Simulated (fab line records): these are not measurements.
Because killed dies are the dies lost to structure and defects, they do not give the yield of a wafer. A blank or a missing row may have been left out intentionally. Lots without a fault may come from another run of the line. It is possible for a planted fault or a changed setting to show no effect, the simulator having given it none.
The tool behind it: which one? || flow sky130 || 36 wafers from 12 lots sampled at 5 of the route's 708 steps

== WHAT THE GAUGES READ, wafer by wafer ==
SKY_NWELL_TW_MEAS_15.
{"lot": "L395", "measured": "day 4 14:01", "on": "film metro-02", "NWELL_TW": "1832 1825 1833"}
{"lot": "L396", "measured": "day 4 20:00", "on": "film metro-02", "NWELL_TW": "1823 1822 1828"}
{"lot": "L397", "measured": "day 5 00:26", "on": "film metro-03", "NWELL_TW": "1825 1826 1830"}
{"lot": "L398", "measured": "day 5 04:29", "on": "film metro-02", "NWELL_TW": "1830 1824 1825"}
{"lot": "L399", "measured": "day 5 14:11", "on": "film metro-02", "NWELL_TW": "1834 1830 1828"}
{"lot": "L402", "measured": "day 6 12:15", "on": "film metro-03", "NWELL_TW": "1827 1828 1829"}
{"lot": "L401", "measured": "day 6 12:52", "on": "film metro-04", "NWELL_TW": "1831 1820 1827"}
{"lot": "L405", "measured": "day 7 02:25", "on": "film metro-02", "NWELL_TW": "1865 1855 1862"}
{"lot": "L407", "measured": "day 7 17:16", "on": "film metro-02", "NWELL_TW": "1867 1867 1858"}
{"lot": "L413", "measured": "day 8 23:31", "on": "film metro-02", "NWELL_TW": "1837 1834 1821"}
{"lot": "L417", "measured": "day 9 20:54", "on": "film metro-03", "NWELL_TW": "1846 1828 1834"}
{"lot": "L418", "measured": "day 10 03:48", "on": "film metro-02", "NWELL_TW": "1839 1834 1844"}

SKY_NWELL_RS_MEAS_29: measurement is done with a four-point probe.
{"lot": "L395", "measured": "day 5 08:08", "on": "film metro-03", "NWELL_RS (ohm/sq)": "623.8 624.3 624.5"}
{"lot": "L396", "measured": "day 5 14:19", "on": "film metro-02", "NWELL_RS (ohm/sq)": "627.9 627.5 628.1"}
{"lot": "L397", "measured": "day 5 18:48", "on": "film metro-04", "NWELL_RS (ohm/sq)": "622.7 624.6 623.6"}
{"lot": "L398", "measured": "day 5 22:49", "on": "film metro-03", "NWELL_RS (ohm/sq)": "623.6 624.5 624.9"}
{"lot": "L399", "measured": "day 6 09:04", "on": "film metro-03", "NWELL_RS (ohm/sq)": "625.8 625.6 625.0"}
{"lot": "L402", "measured": "day 7 08:26", "on": "film metro-04", "NWELL_RS (ohm/sq)": "626.7 627.4 624.7"}
{"lot": "L401", "measured": "day 7 08:59", "on": "film metro-02", "NWELL_RS (ohm/sq)": "625.2 624.1 625.2"}
{"lot": "L405", "measured": "day 7 23:16", "on": "film metro-02", "NWELL_RS (ohm/sq)": "597.9 598.1 598.4"}
{"lot": "L407", "measured": "day 8 13:24", "on": "film metro-03", "NWELL_RS (ohm/sq)": "600.5 599.4 600.2"}
{"lot": "L413", "measured": "day 9 21:28", "on": "film metro-02", "NWELL_RS (ohm/sq)": "626.3 629.0 625.2"}
{"lot": "L417", "measured": "day 10 19:34", "on": "film metro-02", "NWELL_RS (ohm/sq)": "625.3 626.7 626.2"}
{"lot": "L418", "measured": "day 11 02:42", "on": "film metro-04", "NWELL_RS (ohm/sq)": "625.7 623.5 623.5"}

SKY_SD_N_TW_MEAS_12.
{"lot": "L395", "measured": "day 27 18:52", "on": "film metro-02", "SD_N_TW": "4028 4026 4019"}
{"lot": "L396", "measured": "day 28 10:22", "on": "film metro-02", "SD_N_TW": "4025 3995 4024"}
{"lot": "L397", "measured": "day 28 14:18", "on": "film metro-01", "SD_N_TW": "4016 4000 4005"}
{"lot": "L398", "measured": "day 28 19:10", "on": "film metro-01", "SD_N_TW": "3994 4001 3997"}
{"lot": "L399", "measured": "day 29 22:38", "on": "film metro-02", "SD_N_TW": "3990 4005 3998"}
{"lot": "L402", "measured": "day 30 14:31", "on": "film metro-01", "SD_N_TW": "3978 3973 3979"}
{"lot": "L401", "measured": "day 30 17:01", "on": "film metro-02", "SD_N_TW": "3960 3957 3973"}
{"lot": "L405", "measured": "day 31 13:05", "on": "film metro-02", "SD_N_TW": "3954 3973 3990"}
{"lot": "L407", "measured": "day 32 06:31", "on": "film metro-02", "SD_N_TW": "3992 3985 3979"}
{"lot": "L413", "measured": "day 33 23:17", "on": "film metro-01", "SD_N_TW": "3973 3967 3955"}
{"lot": "L417", "measured": "day 35 07:47", "on": "film metro-02", "SD_N_TW": "3985 3985 3999"}
{"lot": "L418", "measured": "day 35 09:22", "on": "film metro-01", "SD_N_TW": "3992 3991 3976"}

== WHICH TOOL RAN EACH LOT (tool, then ch and the chambers of the sampled wafers, then the start) ==
{"lot": "L395", "SKY_NWELL_IMPLANT_11": "implanter-03 ch 0, day 4 13:29", "SKY_SPACER_ETCHBACK_02": "rie diel-04 ch 2,3, day 22 20:31"}
{"lot": "L396", "SKY_NWELL_IMPLANT_11": "implanter-02 ch 0, day 4 19:27", "SKY_SPACER_ETCHBACK_02": "rie diel-02 ch 0,1,2, day 23 13:17"}
{"lot": "L397", "SKY_NWELL_IMPLANT_11": "implanter-02 ch 0, day 4 23:55", "SKY_SPACER_ETCHBACK_02": "rie diel-04 ch 2,3, day 23 17:01"}
{"lot": "L398", "SKY_NWELL_IMPLANT_11": "implanter-03 ch 0, day 5 03:59", "SKY_SPACER_ETCHBACK_02": "rie diel-03 ch 1,2,3, day 23 21:56"}
{"lot": "L399", "SKY_NWELL_IMPLANT_11": "implanter-02 ch 0, day 5 13:40", "SKY_SPACER_ETCHBACK_02": "rie diel-02 ch 1,2, day 25 03:02"}
{"lot": "L402", "SKY_NWELL_IMPLANT_11": "implanter-02 ch 0, day 6 11:43", "SKY_SPACER_ETCHBACK_02": "rie diel-04 ch 0,1,3, day 25 21:04"}
{"lot": "L401", "SKY_NWELL_IMPLANT_11": "implanter-03 ch 0, day 6 12:20", "SKY_SPACER_ETCHBACK_02": "rie diel-03 ch 0,1,3, day 25 23:55"}
{"lot": "L405", "SKY_NWELL_IMPLANT_11": "implanter-03 ch 0, day 7 01:52", "SKY_SPACER_ETCHBACK_02": "rie diel-02 ch 2,3, day 26 19:01"}
{"lot": "L407", "SKY_NWELL_IMPLANT_11": "implanter-03 ch 0, day 7 16:43", "SKY_SPACER_ETCHBACK_02": "rie diel-04 ch 1,2,3, day 27 13:34"}
{"lot": "L413", "SKY_NWELL_IMPLANT_11": "implanter-02 ch 0, day 8 22:58", "SKY_SPACER_ETCHBACK_02": "rie diel-04 ch 0,2,3, day 29 08:04"}
{"lot": "L417", "SKY_NWELL_IMPLANT_11": "implanter-02 ch 0, day 9 20:21", "SKY_SPACER_ETCHBACK_02": "rie diel-03 ch 0,2,3, day 30 19:24"}
{"lot": "L418", "SKY_NWELL_IMPLANT_11": "implanter-01 ch 0, day 10 03:15", "SKY_SPACER_ETCHBACK_02": "rie diel-02 ch 0,2,3, day 30 21:10"}
- SKY_NWELL_IMPLANT_11
- SKY_SPACER_ETCHBACK_02: etches Si3N4 in CH3F/O2, stops on SiO2, time 46.7 s, target depth 45 nm.

== WHAT THE TOOLS THEMSELVES READ (means of the sampled wafers that have a number; where no wafer has one, the mark that the record gives instead) ==
SKY_NWELL_IMPLANT_11.
{"lot": "L395", "tool": "implanter-03", "beam energy keV": 400.10}
{"lot": "L396", "tool": "implanter-02", "beam energy keV": 400.01}
{"lot": "L397", "tool": "implanter-02", "beam energy keV": 400.06}
{"lot": "L398", "tool": "implanter-03", "beam energy keV": 399.89}
{"lot": "L399", "tool": "implanter-02", "beam energy keV": 399.94}
{"lot": "L402", "tool": "implanter-02", "beam energy keV": 399.96}
{"lot": "L401", "tool": "implanter-03", "beam energy keV": 399.90}
{"lot": "L405", "tool": "implanter-03", "beam energy keV": 487.70}
{"lot": "L407", "tool": "implanter-03", "beam energy keV": 487.42}
{"lot": "L413", "tool": "implanter-02", "beam energy keV": 399.91}
{"lot": "L417", "tool": "implanter-02", "beam energy keV": 400.05}
{"lot": "L418", "tool": "implanter-01", "beam energy keV": 400.08}

SKY_SPACER_ETCHBACK_02.
{"lot": "L395", "tool": "rie diel-04", "drypump motor current A (A)": 5.4, "oes product au (a.u.)": 0.851, "throttle valve pct (%)": 10.560}
{"lot": "L396", "tool": "rie diel-02", "drypump motor current A (A)": 5.5, "oes product au (a.u.)": 0.847, "throttle valve pct (%)": 10.556}
{"lot": "L397", "tool": "rie diel-04", "drypump motor current A (A)": 5.4, "oes product au (a.u.)": 0.856, "throttle valve pct (%)": 10.571}
{"lot": "L398", "tool": "rie diel-03", "drypump motor current A (A)": 5.5, "oes product au (a.u.)": 0.858, "throttle valve pct (%)": 10.555}
{"lot": "L399", "tool": "rie diel-02", "drypump motor current A (A)": 5.6, "oes product au (a.u.)": 0.847, "throttle valve pct (%)": 10.565}
{"lot": "L402", "tool": "rie diel-04", "drypump motor current A (A)": 5.4, "oes product au (a.u.)": 0.860, "throttle valve pct (%)": 10.558}
{"lot": "L401", "tool": "rie diel-03", "drypump motor current A (A)": 6.0, "oes product au (a.u.)": 0.849, "throttle valve pct (%)": 10.553}
{"lot": "L405", "tool": "rie diel-02", "drypump motor current A (A)": 5.7, "oes product au (a.u.)": 0.854, "throttle valve pct (%)": 10.570}
{"lot": "L407", "tool": "rie diel-04", "drypump motor current A (A)": 5.2, "oes product au (a.u.)": 0.855, "throttle valve pct (%)": 10.568}
{"lot": "L413", "tool": "rie diel-04", "drypump motor current A (A)": 5.7, "oes product au (a.u.)": 0.859, "throttle valve pct (%)": 10.561}
{"lot": "L417", "tool": "rie diel-03", "drypump motor current A (A)": 5.9, "oes product au (a.u.)": 0.862, "throttle valve pct (%)": 10.554}
{"lot": "L418", "tool": "rie diel-02", "drypump motor current A (A)": 5.6, "oes product au (a.u.)": 0.851, "throttle valve pct (%)": 10.553}

== THE ANSWER, worked out from the rows above alone ==
Rule: the lots themselves supply what counts as usual. The widest of any qualifying gaps counts: lots, ordered by their means at a reading, are off when they make up no more than a third of the lots, leave a main group of 4 or more, and stand apart from it by 3 or more times the standard deviation of that group's means. If all means in a main group match to the digits the tables above print for the reading, that group is not used. A lot without any number at a reading at which 4 lots or more have one is off too. Where the step has rows for the other lots, those lots are counted as sound. After the gauges, taken in route order, come the tools' own readings; for these a lot's mean is taken, as printed above. The first step at which some lot is off is used, and at that step the reading that is off furthest; a lot without a number counts as furthest.
Off: at SKY_NWELL_TW_MEAS_15 (NWELL_TW), L405, L407. The main group has a mean of 1830 with a standard deviation of 4.4.
A tool fits if, at a process step before that reading, it ran every lot that is off, and no sound lot after the first of them. The gauges at SKY_NWELL_TW_MEAS_15 aren't tried: what is off there is off at SKY_NWELL_IMPLANT_11 too, on other tools, and a gauge's error can't cause that. One candidate fits, namely implanter-03 at SKY_NWELL_IMPLANT_11. A fault onset in the window from L401 (day 6 12:20, its last sound lot) to L405 (day 7 01:52, its first lot off) fits.
The tool's own readings at SKY_NWELL_IMPLANT_11 bear it out: on the lots that are off they differ by more than 5 times the standard deviation of the sound lots' means. beam energy keV reads 487.56 there against 399.99 on the sound lots.

== WHAT WAS PUT IN BY THE SIMULATOR ==
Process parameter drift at SKY_NWELL_IMPLANT_11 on implanter-03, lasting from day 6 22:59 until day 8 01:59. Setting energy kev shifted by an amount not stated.
Struck lots among those shown: L405, L407. The rule above reached the same finding.
